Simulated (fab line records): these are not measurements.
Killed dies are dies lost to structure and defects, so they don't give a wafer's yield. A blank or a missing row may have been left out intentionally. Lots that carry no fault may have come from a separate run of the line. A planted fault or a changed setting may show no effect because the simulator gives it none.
Comparing a struck lot with a sound one -- flow sky130 -- 15 out of 708 route steps
Sound: these wafers, L250.1, L250.3, L250.4. The struck wafers were L242.2, L242.3, L242.6. The cause comes at the end.
At each step with rows: each side's tool, then ch and its chambers, then its first start. Under that, the readings that differ: sound wafers -- struck wafers -- difference of the means -- sigmas: that difference in standard deviations of wafers without a fault.
alike: words and numbers the same on both sides, and readings whose means are apart by under 2 such deviations; not compared: readings that were withheld, readings missing a value for some wafer, numbers with overlapping values and no deviation given by the record, and bounds like >300 which may hide the same value.
The two part at a step that has a row with sigmas, a row that says differs or no value, or rows on one side only. Numbers that have no deviation but don't overlap get no sigmas and don't part them. A reading that every wafer of one side lacks parts them only if that side has two wafers or more.

first, 5 steps without rows for these wafers: SKY_GATE_OXIDE_COAT_05 (resist thk 1140 nm); SKY_GATE_OXIDE_SOFTBAKE_06 (time 60 s); SKY_GATE_OXIDE_EXPOSE_07 (exposes mask LVOM, target cd 600 nm); SKY_GATE_OXIDE_PEB_08; SKY_GATE_OXIDE_DEVELOP_09 (develop time 60 s).
SKY_GATE_OXIDE_OVL_MEAS_10:
  sound on overlay-02 at day 21 00:13; struck on overlay-01 at day 18 01:01
  alike: GATE_OXIDE_OVL
then, 2 steps without rows for these wafers: SKY_GATE_OXIDE_IMPLANT_11; SKY_GATE_OXIDE_WET_ETCH_12 (etches SiO2 in dHF, target depth 16.8 nm, time 336 s).
SKY_GATE_OXIDE_STRIP_13: strips in O2/N2.
  sound on plasma asher-04 ch 0,1, day 21 00:31; struck on plasma asher-04 ch 0,1, day 18 01:18
reading,sound,struck,difference,sigmas
strip time to endpoint s (s),14.17 14.15 14.12,14.23 14.24 14.23,+0.09,+2
  alike: drypump motor current A, o2 flow sccm, oes product au
  not compared: rf hours counter h
SKY_GATE_OXIDE_TW_MEAS_14:
  sound on film metro-02 at day 21 00:37; struck on film metro-04 at day 18 01:25
  alike: GATE_OXIDE_TW
then, 2 steps without rows for these wafers: SKY_GATE_OXIDE_CLEAN_15 (cleans in SC1/SC2, time 150 s); SKY_GATE_OXIDE_OXIDATION_16 (stabilise 600 s, purge 300 s, target thk 3.57 nm).
SKY_POLY_GATE_CVD_00: deposits poly-Si, target thk 180 nm, time 720 s.
  sound on lpcvd-01 ch 0, day 21 02:15; struck on lpcvd-01 ch 0, day 18 03:07
reading,sound,struck,difference,sigmas
spike tc bottom C (C),638.7 641.4 641.6,613.4 611.3 612.6,-28.1,-22
spike tc centre C (C),620.8 619.0 619.4,591.8 590.5 591.9,-28.3,-20
spike tc lower C (C),620.3 622.1 621.6,591.1 593.2 591.8,-29.3,-24
spike tc top C (C),642.8 639.4 640.3,613.3 616.0 614.0,-26.4,-15
spike tc upper C (C),622.2 621.9 623.4,592.6 592.4 592.5,-30.0,-31
susceptor temp C (C),619.50 619.56 619.76,591.31 590.91 591.25,-28.45,-99 or more
zone power upper pct (%),8.80 8.89 8.94,8.33 8.31 8.18,-0.60,-7
model.poly-Si_of_POLY_GATE_CVD_00.thk nm (nm),179.7 178.8 179.2,89.27 88.33 88.67,-90.48,
  alike: zone power lower pct
SKY_POLY_GATE_THK_MEAS_01:
  sound on film metro-01 at day 21 03:27; struck on film metro-03 at day 18 04:33
reading,sound,struck,difference,sigmas
POLY_GATE_CVD_00_THK (nm),179.7 178.9 179.1,89.2 88.3 88.6,-90.5,-57
  not compared: hold
SKY_PAD_OPEN_PROBE_99:
  the record holds rows for the sound wafers here (prober-02, day 50 11:56) but none for the struck ones

== WHERE THEY PART ==
First at SKY_GATE_OXIDE_STRIP_13; last, within this record, at SKY_PAD_OPEN_PROBE_99.

WHY: what had been put in by the simulator
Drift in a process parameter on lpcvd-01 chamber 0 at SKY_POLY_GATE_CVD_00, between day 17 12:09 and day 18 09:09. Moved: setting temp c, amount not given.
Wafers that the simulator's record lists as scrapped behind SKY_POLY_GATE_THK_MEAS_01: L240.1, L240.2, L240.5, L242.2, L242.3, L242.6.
